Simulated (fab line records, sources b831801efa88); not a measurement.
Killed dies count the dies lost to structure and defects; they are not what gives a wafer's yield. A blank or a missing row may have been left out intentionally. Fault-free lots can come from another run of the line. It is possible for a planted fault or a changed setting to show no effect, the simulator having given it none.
A single fault, viewed from 2 desks    flow gf180mcu    each desk holds nothing but its own numbers, with what lay behind them at the end

## TOOL OWNER'S DESK, lithoTrack-04
The tool's own readings at GF_PASSIVATION_SOFTBAKE_07, given as means over the sampled wafers that have a number, one for each lot that went through this tool. Marked OUT: a lot whose mean sits more than 4 standard deviations from the usual mean, which makes it out of limits; the brackets give that distance.
Columns: A = heaterPowerTotalW at GF_PASSIVATION_SOFTBAKE_07, usual 65.30 W; B = plateTempC at GF_PASSIVATION_SOFTBAKE_07, usual 109.98 C
lot   first seen here  A                 B
L272  day 29 08:01     65.45             110.02
L276  day 30 16:32     65.30             110.24
L277  day 30 21:59     65.38             109.99
L278  day 31 07:29     64.38 (-7.1) OUT  108.80 (-8.4) OUT
L281  day 32 06:23     64.17 (-8.7) OUT  108.78 (-8.6) OUT
L291  day 34 13:05     65.27             110.11
This desk's verdict: out of limits on L278, L281, starting with L278 at day 31 07:29 (heaterPowerTotalW at GF_PASSIVATION_SOFTBAKE_07). L272, L276, L277, L291 stayed within limits.

## AT THE METROLOGY DESK
Means of the sampled wafers that have a number, per lot and without regard to the tool the lot ran on: this is what the gauges read. Marked OUT: a lot whose mean sits more than 4 standard deviations from the usual mean, which makes it out of limits; the brackets give that distance.
Columns: A = V5_OVL at GF_V5_OVL_MEAS_15, usual -1 nm; B = TOP_METAL_ALCU_RS at GF_TOP_METAL_RS_MEAS_05, usual 0.0328 ohm/sq
lot   first seen here  A   B
L270  day 27 08:53     4   0.0329
L271  day 27 19:20     -1  0.0326
L272  day 28 00:49     -1  0.0323
L273  day 28 11:44     2   0.0326
L274  day 28 20:53     -3  0.0324
L275  day 28 23:53     -0  0.0324
L276  day 29 10:13     8   0.0329
L277  day 29 14:46     0   0.0323
L278  day 30 01:20     4   0.0329
L281  day 31 01:08     -2  0.0326
L288  day 32 16:02     5   0.0332
L290  day 33 04:41     -9  0.0325
L291  day 33 11:23     -2  0.0332
L292  day 33 17:11     -9  0.0327
This desk found nothing out of limits on any of the 14 lots.

## PUT TOGETHER
At day 31 07:29, on L278, L281, the tool owner's desk was in a position to raise an alarm.
The metrology desk saw nothing out of limits.
The metrology desk has L278, L281 on record, within its limits.
GF_PASSIVATION_SOFTBAKE_07 was run on lithoTrack-04 by each of the lots named.

## WHAT HAD BEEN PUT IN BY THE SIMULATOR
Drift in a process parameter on lithoTrack-04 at GF_PASSIVATION_SOFTBAKE_07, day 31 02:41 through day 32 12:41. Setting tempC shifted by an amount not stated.
Shown lots that were struck: L278, L281.
Hours from the fault's start to each desk's first reading out of limits: the tool owner's desk, 5.
